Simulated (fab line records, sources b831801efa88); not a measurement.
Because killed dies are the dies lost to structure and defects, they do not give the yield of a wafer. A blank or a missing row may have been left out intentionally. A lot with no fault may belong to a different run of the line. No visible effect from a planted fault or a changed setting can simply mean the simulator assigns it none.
One fault seen from 2 desks / flow sky130 / each desk holds nothing but its own numbers, with what lay behind them at the end

== AT THE TOOL OWNER'S DESK: implanter-03 ==
SKY_PWDE_IMPLANT_08, tool's own readings: per-lot mean of the sampled wafers with a number, covering each lot this tool ran. A lot is out of limits, marked OUT, if its mean lies more than 4 standard deviations from the usual mean; the brackets give that distance.
Columns: A = beam on s at SKY_PWDE_IMPLANT_08, usual 10.00 s; B = dose ions cm2 at SKY_PWDE_IMPLANT_08, usual 3.601e+12; C = faraday current uA at SKY_PWDE_IMPLANT_08, usual 20.3
lot=L693; first seen here=day 5 06:10; A=10.05; B=3.599e+12; C=20.2
lot=L696; first seen here=day 5 16:44; A=10.09; B=4.784e+12 (+99 or more) OUT; C=26.7 (+15) OUT
lot=L701; first seen here=day 6 22:45; A=9.95; B=4.775e+12 (+99 or more) OUT; C=27.0 (+15) OUT
lot=L711; first seen here=day 9 04:59; A=10.09; B=3.596e+12; C=20.1
This desk finds L696, L701 out of limits, L696 being first, at day 5 16:44 (dose ions cm2 at SKY_PWDE_IMPLANT_08). L693, L711: within limits.

== METROLOGY DESK ==
Lot by lot, what the gauges showed, no matter which tool ran the lot: averages of those sampled wafers that carry a number. A lot is out of limits, marked OUT, if its mean lies more than 4 standard deviations from the usual mean; the brackets give that distance.
Columns: A = PWDE_TW at SKY_PWDE_TW_MEAS_10, usual 375; B = PWDE_RS at SKY_NWELL_RS_MEAS_31, usual 5278 ohm/sq; C = VT_ADJUST_NCORE_OVL at SKY_VT_ADJUST_NCORE_OVL_MEAS_08, usual 0.3 nm; D = VT_ADJUST_NCORE_TW at SKY_VT_ADJUST_NCORE_TW_MEAS_11, usual 217.3
lot=L689; first seen here=day 4 04:07; A=381; B=5277; C=3.0; D=216.4
lot=L690; first seen here=day 4 08:56; A=372; B=5262; C=0.4; D=217.6
lot=L692; first seen here=day 4 19:06; A=371; B=5268; C=-0.9; D=217.2
lot=L693; first seen here=day 5 06:24; A=375; B=5289; C=0.1; D=217.9
lot=L696; first seen here=day 5 16:59; A=411 (+12) OUT; B=4225 (-75) OUT; C=-; D=-
lot=L697; first seen here=day 6 00:08; A=376; B=5290; C=1.2; D=218.1
lot=L701; first seen here=day 6 23:00; A=407 (+10) OUT; B=4233 (-75) OUT; C=-; D=-
lot=L704; first seen here=day 7 13:36; A=380; B=5256; C=-1.0; D=217.4
lot=L706; first seen here=day 8 00:44; A=377; B=5269; C=-0.1; D=217.1
lot=L710; first seen here=day 8 23:20; A=377; B=5277; C=0.5; D=217.1
lot=L711; first seen here=day 9 05:14; A=376; B=5281; C=0.5; D=217.0
Finding of this desk: L696, L701 out of limits, first seen on L696 at day 5 16:59 (PWDE_TW at SKY_PWDE_TW_MEAS_10). L689, L690, L692, L693, L697, L704, L706, L710, L711: within limits.

== BROUGHT TOGETHER ==
The tool owner's desk had the chance to raise an alarm at day 5 16:44 on L696, L701.
At day 5 16:59 the metrology desk could have sounded an alarm, on L696, L701.
All the named lots went through SKY_PWDE_IMPLANT_08 on implanter-03.

== WHAT WAS PUT IN BY THE SIMULATOR ==
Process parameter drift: implanter-03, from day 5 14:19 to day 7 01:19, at SKY_PWDE_IMPLANT_08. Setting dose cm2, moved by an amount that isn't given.
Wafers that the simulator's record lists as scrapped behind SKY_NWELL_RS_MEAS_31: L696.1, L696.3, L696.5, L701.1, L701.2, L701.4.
Shown lots that were struck: L696, L701.
Counting hours from when the fault started, the first reading out of limits came at 2 for the tool owner's desk and at 3 for the metrology desk.
